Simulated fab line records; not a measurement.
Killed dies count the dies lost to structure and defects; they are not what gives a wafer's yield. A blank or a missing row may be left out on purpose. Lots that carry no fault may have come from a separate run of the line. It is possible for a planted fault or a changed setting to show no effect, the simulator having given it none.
Which tool is to blame?	flow sky130	Sampling: 6 lots, 17 wafers, 4 of 708 route steps

== WHAT EACH GAUGE READ, for each wafer ==
SKY_CAP2M_THK_MEAS_01.
lot	measured	on	CAP2M_CVD_00_THK (nm)
L723	day 41 08:56	filmMetro-03	15.24 15.71 15.55
L727	day 42 05:11	filmMetro-01	15.22 14.96 15.48
L730	day 43 02:41	filmMetro-01	30.04 15.65 30.10
L732	day 43 22:14	filmMetro-03	15.63 29.91
L739	day 45 15:03	filmMetro-03	15.53 15.38 15.68
L744	day 46 23:40	filmMetro-04	15.34 15.61 15.58

== TOOL THAT RAN EACH LOT (tool first, then ch and the chambers of the sampled wafers, then the start) ==
lot	SKY_LI_CONTACT_ETCH_15	SKY_METAL1_SPUTTER_00	SKY_CAP2M_CVD_00
L723	rieDiel-04 ch 0,2,3, day 30 17:17	pvdSputter-03, day 33 06:53	pecvd-01 ch 0,2, day 41 08:55
L727	rieDiel-01 ch 1,2,3, day 31 19:43	pvdSputter-04, day 34 08:12	pecvd-03 ch 0,1,2, day 42 05:10
L730	rieDiel-03 ch 0,3, day 32 19:08	pvdSputter-01, day 35 06:14	pecvd-03 ch 1,2, day 43 02:40
L732	rieDiel-01 ch 2, day 33 18:13	pvdSputter-03, day 36 04:01	pecvd-03 ch 0,2, day 43 22:11
L739	rieDiel-01 ch 0,1,2, day 35 15:32	pvdSputter-01, day 38 00:56	pecvd-01 ch 0,1,2, day 45 15:02
L744	rieDiel-03 ch 0,2,3, day 37 07:31	pvdSputter-04, day 39 14:56	pecvd-03 ch 2, day 46 23:38
- SKY_LI_CONTACT_ETCH_15: etches PSG in C4F8/O2/Ar, stops on Si, target depth 600 nm.
- SKY_METAL1_SPUTTER_00: material Ti, target thk 15 nm, time 10 s.
- SKY_CAP2M_CVD_00: deposits SiO2, target thk 15.5 nm.

== THE ANSWER, worked out from the rows above alone ==
Rule: usual is defined by the lots themselves. Put in order of their means at a reading, lots are off if they are a third of the lots or fewer, leave a main group of 4 or more, and stand apart from it by a gap of 3 or more times the standard deviation of the main group's means; of several such gaps the widest counts. A main group whose means are all the same, to the digits that the tables above print for the reading, isn't used. Also off: a lot with no number at a reading for which 4 or more lots have one. Where the step has rows for the other lots, those lots are counted as sound.
Off: L730, L732, seen at SKY_CAP2M_THK_MEAS_01 (CAP2M_CVD_00_THK). For the main group the mean is 15.44 nm and the standard deviation 0.13.
A tool fits if, at a process step before that reading, it ran every lot that is off, and no sound lot after the first of them. Gauges at SKY_CAP2M_THK_MEAS_01: tried the same way as those tools. Of those tried, none fits.

== WHAT THE SIMULATOR PUT IN ==
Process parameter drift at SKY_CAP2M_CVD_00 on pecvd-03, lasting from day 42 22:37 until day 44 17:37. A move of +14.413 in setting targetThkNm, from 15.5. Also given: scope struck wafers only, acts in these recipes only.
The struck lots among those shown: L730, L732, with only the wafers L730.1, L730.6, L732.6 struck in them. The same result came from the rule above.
